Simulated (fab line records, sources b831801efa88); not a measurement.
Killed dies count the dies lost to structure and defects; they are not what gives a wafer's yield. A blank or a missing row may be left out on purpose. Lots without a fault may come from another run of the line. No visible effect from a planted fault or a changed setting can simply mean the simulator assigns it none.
Comparing a struck lot with a sound one ; flow gf180mcu ; 44 out of 602 route steps
Sound: the wafers L691.1, L691.4, L691.5. Struck: wafer L694.4. (L694.3, L694.5 of the same lot were not struck and are left out.) The cause comes at the end.
Per side, at each step with rows, come the tool, then ch with its chambers, and then its first start. Under that, the readings that differ: sound wafers ; struck wafers ; difference of the means ; sigmas: that difference in standard deviations of wafers without a fault.
alike: words and numbers the same on both sides, and readings whose means are apart by under 2 such deviations; not compared: readings that were withheld, readings missing a value for some wafer, numbers with overlapping values and no deviation given by the record, and bounds like >300 which may hide the same value.
A row with sigmas, a row that says differs or no value, or rows on one side alone: a step with any of these is where the two part. Numbers that have no deviation but don't overlap get no sigmas and don't part them. Lack of a reading on every wafer of one side parts them only where that side has two or more wafers.

first, 3 steps without rows for these wafers: GF_CONTACT_CLEAN_20 (cleans in DIW); GF_CONTACT_CLEAN_21 (cleans in dHF, time 20 s); GF_CONTACT_SPUTTER_22 (material Ti, target thk 15 nm, time 80.02 s).
GF_CONTACT_SPUTTER_23: material TiN, target thk 10 nm, time 40 s.
  sound: pvdSputter-04 at day 20 04:47; struck: pvdSputter-04 at day 21 12:05
reading;sound;struck;difference;sigmas
cathodeDcPowerW (W);3998.9 4000.1 4000.8;3998.6;-1.3;-2
  alike: throttleValvePct
then, 1 step without rows for these wafers: GF_CONTACT_CVD_24 (deposits W, target thk 300 nm, time 90.339 s).
GF_CONTACT_RS_MEAS_25: uses a four-point probe to measure.
  sound: filmMetro-04 at day 20 04:56; struck: filmMetro-03 at day 21 12:16
  alike: CONTACT_W_RS
GF_CONTACT_THK_MEAS_26: measures by xrf.
  sound: filmMetro-04 at day 20 05:03; struck: filmMetro-03 at day 21 12:22
  alike: CONTACT_W_THK
then, 1 step without rows for these wafers: GF_CONTACT_CMP_27 (polishes, stops on SiO2, t overpolish 15 s, target thk 0 nm).
GF_M1_SPUTTER_00: material Ti, target thk 37.5 nm, time 150 s.
  sound: pvdSputter-02 at day 20 05:25; struck: pvdSputter-02 at day 21 12:42
  alike: cathodeDcPowerW, throttleValvePct
then, 2 steps without rows for these wafers: GF_M1_SPUTTER_01 (material TiN, target thk 30 nm, time 25 s); GF_M1_SPUTTER_02 (material AlCu, target thk 450 nm, time 23.9 s).
GF_M1_SPUTTER_03: material Ti, target thk 10 nm, time 6.7 s.
  sound: pvdSputter-02 at day 20 05:34; struck: pvdSputter-02 at day 21 12:52
  alike: cathodeDcPowerW, throttleValvePct
GF_M1_SPUTTER_04: material TiN, target thk 50 nm, time 41.7 s.
  sound: pvdSputter-02 at day 20 05:35; struck: pvdSputter-02 at day 21 12:53
reading;sound;struck;difference;sigmas
model.TiN_of_M1_SPUTTER_04.thkNm (nm);50.93 50.51 50.78;48.87;-1.87;
  alike: cathodeDcPowerW, throttleValvePct
GF_M1_RS_MEAS_05: uses a four-point probe to measure.
  sound: filmMetro-02 at day 20 05:38; struck: filmMetro-04 at day 21 12:58
  alike: M1_ALCU_RS
GF_M1_THK_MEAS_06: measures by xrf.
  sound: filmMetro-02 at day 20 05:45; struck: filmMetro-04 at day 21 13:04
  alike: M1_ALCU_THK
then, 7 steps without rows for these wafers: GF_M1_DEHYDRATE_07 (time 60 s); GF_M1_HMDS_08 (prime time 60 s); GF_M1_COAT_09 (resist thk 1000 nm); GF_M1_SOFTBAKE_10 (time 60 s); GF_M1_EXPOSE_11 (exposes mask Metal1, target cd 230 nm); GF_M1_PEB_12 (peb time 90 s); GF_M1_DEVELOP_13 (develop time 60 s).
GF_M1_CD_MEAS_14: target cd 230 nm.
  sound: cdSem-01 at day 21 06:09; struck: cdSem-01 at day 22 12:35
  alike: cdNm
GF_M1_OVL_MEAS_15:
  sound: overlay-01 at day 21 06:16; struck: overlay-02 at day 22 12:41
reading;sound;struck;difference;sigmas
M1_OVL (nm);11 4 6;-6;-13;-2
GF_M1_METAL_ETCH_16: etches the open film in Cl2/BCl3, stops on SiO2, target depth 627.5 nm, time 104.6 s.
  sound on rieMetal-03 ch 0,1, day 21 06:18; struck on rieMetal-03 ch 1, day 22 12:44
  alike: drypumpMotorCurrentA, oesProductAu, throttleValvePct
  not compared: rfHoursCounterH
then, 4 steps without rows for these wafers: GF_M1_STRIP_17 (strips in O2/N2); GF_M1_STRIP_18 (strips in post etch residue remover, time 1200 s); GF_M1_CLEAN_19 (cleans in DIW); GF_V1_CVD_00 (deposits SiO2, target thk 600 nm, time 100 s).
GF_V1_THK_MEAS_01:
  sound: filmMetro-03 at day 21 07:22; struck: filmMetro-03 at day 22 13:28
  alike: V1_CVD_00_THK
then, 1 step without rows for these wafers: GF_V1_CVD_02 (deposits SiO2 from TEOS, target thk 850 nm, time 94.851 s).
GF_V1_THK_MEAS_03:
  sound: filmMetro-02 at day 21 07:29; struck: filmMetro-02 at day 22 13:36
  alike: V1_CVD_02_THK
GF_V1_CMP_04: polishes SiO2.
  sound on cmp-02 ch 0,1,2, day 21 07:36; struck on cmp-02 ch 1, day 22 13:38
  alike: edgeZonePressureFrac, motorCurrentA, timeToEndpointS
GF_V1_BOW_MEAS_05:
  sound: filmMetro-01 at day 21 07:51; struck: filmMetro-01 at day 22 13:59
reading;sound;struck;difference;sigmas
V1_BOW (um);92 79 86;66;-20;-3
then, 8 steps without rows for these wafers: GF_V1_DEHYDRATE_06 (time 60 s); GF_V1_HMDS_07 (prime time 60 s); GF_V1_COAT_08; GF_V1_COAT_09 (resist thk 1000 nm); GF_V1_SOFTBAKE_10 (time 60 s); GF_V1_EXPOSE_11 (exposes mask Via1, target cd 260 nm); GF_V1_PEB_12 (peb time 90 s); GF_V1_DEVELOP_13 (develop time 60 s).
GF_V1_STRIP_19: strips in post etch residue remover, time 1200 s.
  sound on wetBench-01 ch 3, day 22 08:30; struck on wetBench-03 ch 1, day 23 13:32
reading;sound;struck;difference;sigmas
model.TiN_of_M1_SPUTTER_04.thkNm (nm);50.09 49.67 49.95;48.02;-1.88;
  alike: tempC
GF_PASSIVATION_PROBE_99:
  the record has rows for the sound wafers here (prober-02, day 32 08:03) and none for the struck ones

== WHERE THEY PART ==
Earliest at GF_CONTACT_SPUTTER_23; latest, in this record, at GF_PASSIVATION_PROBE_99.

WHY: the cause the simulator had injected
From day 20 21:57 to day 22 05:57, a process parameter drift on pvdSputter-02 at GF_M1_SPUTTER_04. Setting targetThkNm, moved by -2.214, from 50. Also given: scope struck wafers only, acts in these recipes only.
